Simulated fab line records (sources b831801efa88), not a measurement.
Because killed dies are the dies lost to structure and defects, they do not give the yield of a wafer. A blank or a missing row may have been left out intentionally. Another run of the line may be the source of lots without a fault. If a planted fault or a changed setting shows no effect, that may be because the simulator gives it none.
Matching of chambers | flow sky130 | SKY_POLY_CUT_ETCH_11 on rie-diel-02: 4 sister chambers
The step etches Si3N4 in CF4/CH2F2/Ar, stops on poly-Si, time 42.5 s, target depth 60 nm. 8 wafers are shown with their chamber, then 8 later ones without.

## EACH WAFER AND ITS CHAMBER
wafer  | chamber | drypump-motor-current-A (A) | oes-product-au (a.u.)
L076.3 | 2       | 5.9                         | 0.834
L076.4 | 3       | 6.1                         | 0.824
L076.5 | 1       | 5.4                         | 0.836
L076.6 | 0       | 6.2                         | 0.830
L079.1 | 3       | 6.1                         | 0.827
L079.4 | 2       | 5.8                         | 0.830
L079.6 | 0       | 6.2                         | 0.824
L085.1 | 1       | 5.4                         | 0.829

## WAFERS MISSING THEIR CHAMBER
wafer  | drypump-motor-current-A (A) | oes-product-au (a.u.)
L085.5 | 6.2                         | 0.825
L085.6 | 6.1                         | 0.834
L091.1 | 6.2                         | 0.821
L091.3 | 5.9                         | 0.816
L091.6 | 5.4                         | 0.824
L096.1 | 6.2                         | 0.818
L096.3 | 6.1                         | 0.826
L096.4 | 5.8                         | 0.829

## THE CHAMBER EACH PASSED THROUGH
wafer  | from the rows above     | in truth
L085.5 | 0                       | 0
L085.6 | can't be placed: 3 or 0 | 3
L091.1 | can't be placed: 0 or 3 | 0
L091.3 | can't be placed: 2 or 3 | 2
L091.6 | 1                       | 1
L096.1 | can't be placed: 0 or 3 | 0
L096.3 | 3                       | 3
L096.4 | 2                       | 2
Correct placement for 4 of the 8. Not placeable from these rows: 4 (in 4, the candidates include the true chamber). 0 placed wrongly.
How it was worked out, from the rows above alone: a wafer's distance from a chamber is the root of the sum, over the readings, of the square of ((its reading less the chamber's mean) divided by the reading's scatter). The wafer belongs to the nearest chamber; if the next one is less than 2 further off, it can't be placed. Each chamber's mean is taken over the wafers shown for it. The scatter is the square root of a quotient: the sum, over the shown wafers, of each reading's squared deviation from its chamber's mean, divided by wafers minus chambers.
